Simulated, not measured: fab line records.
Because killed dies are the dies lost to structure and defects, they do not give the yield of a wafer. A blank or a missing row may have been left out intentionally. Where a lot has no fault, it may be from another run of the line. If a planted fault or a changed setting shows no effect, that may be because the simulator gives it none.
Problem report, 8D (eight disciplines) form, completed by code || flow gf180mcu || the parts of the form that need people (team, actions taken, sign-off) are left out

## 1. THE PROBLEM
STI_CVD_03_THK at GF_STI_THK_MEAS_04 reads a mean of 193.5 nm on 3 wafers of 1 lot; wafers without a fault read 207.7 nm with a standard deviation of 2.5. Measured from the usual mean, that is -5.7 standard deviations.
First observed at day 3 10:34: wafer L837.1, on film metro-03. At this step, 33 wafers from 11 lots have a number in the record. The rule behind "out" and "out of limits": a value lying over 4 standard deviations away from the usual mean. All remaining wafers that have a number are taken as sound.

## 2. WHAT IT IS AND WHAT IT IS NOT
{"question": "which readings at this step", "is": "STI_CVD_03_THK", "is not": "-"}
{"question": "which lots", "is": "L837", "is not": "L828, L829, L830, L831, L832, L841, L843, L847, L848, L850"}
{"question": "which wafers of those lots", "is": "all that have a number", "is not": "-"}
{"question": "read on which gauges", "is": "film metro-03", "is not": "film metro-02, film metro-04"}
{"question": "when", "is": "from day 3 10:34", "is not": "up to then (15 sound wafers); but 15 sound wafers of L841, L843, L847, L848, L850 came after"}

## 3. THE SUSPECTS, EACH WITH WHAT RULES IT OUT
Counting: a tool stays on the suspect list if, at a process step up to the reading, it processed all lots that are out and no sound lot following the first of them.
- the gauge at GF_STI_THK_MEAS_04 has been ruled out. All the wafers that are out were read on film metro-03, but those of them that GF_STI_CVD_03 has rows for are out there too, on other tools.
- lpcvd-02 at GF_STI_CVD_03 (deposits Si3N4 from DCS/NH3, target thk 207.16 nm, time 3551 s): ruled out as a lasting fault. Following L837 (day 3 08:34), the first lot on it that is out, the sound lots L843 were run on it.
Left after counting: nothing in the record.

## 4. THE CAUSE (what the simulator had put in)
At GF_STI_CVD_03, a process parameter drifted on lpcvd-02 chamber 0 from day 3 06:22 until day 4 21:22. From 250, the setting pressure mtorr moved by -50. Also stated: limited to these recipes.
Counting ruled it out, wrongly: the rule takes a fault to strike every lot that its tool runs from its start on, and this one did not.

## 5. THE CHAIN OF EFFECTS, in route order
One row per reading whose mean, taken over the struck wafers that have a number, lies over 3 standard deviations from the usual. Only readings whose record carries a usual standard deviation are examined. hours: median over the lots of the time between each lot's start at the first step of this table that gives one and its start at this step. sigmas: the change, counted in usual standard deviations.
{"hours": 0, "step": "GF_STI_CVD_03", "reading": "pressure mtorr", "usual": "250.1 mTorr", "on struck wafers": 200.5, "change": -49.6, "sigmas": "-99 or more"}
{"hours": 2, "step": "GF_STI_THK_MEAS_04", "reading": "STI_CVD_03_THK", "usual": "207.7 nm", "on struck wafers": 193.5, "change": -14.2, "sigmas": -5.7}
{"hours": 15, "step": "GF_STI_ETCH_13", "reading": "oes product au", "usual": "0.834 a.u.", "on struck wafers": 0.804, "change": -0.030, "sigmas": -4.2}
Its process steps:
- GF_STI_CVD_03: deposits Si3N4 from DCS/NH3, target thk 207.16 nm, time 3551 s.
- GF_STI_ETCH_13: etches the open film in CHF3/O2, stops on Si, target depth 282.31 nm, time 112.9 s.
Later measuring or inspecting steps at which every struck wafer that the step has a row for has a number for every such reading, and none has moved that far: GF_STI_CD_MEAS_12, GF_VT_IMPLANT_TW_MEAS_10.

## 6. WHAT WOULD HAVE CAUGHT IT SOONER
4 hours passed between the start of the fault at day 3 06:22 and the first reading out of limits at a measuring or inspecting step in this record, taken at day 3 10:34.
At GF_STI_CVD_03, the tool's own readings (pressure mtorr) were out on each struck wafer the step has a row for, so an alarm limit on them would have fired on the first such wafer.
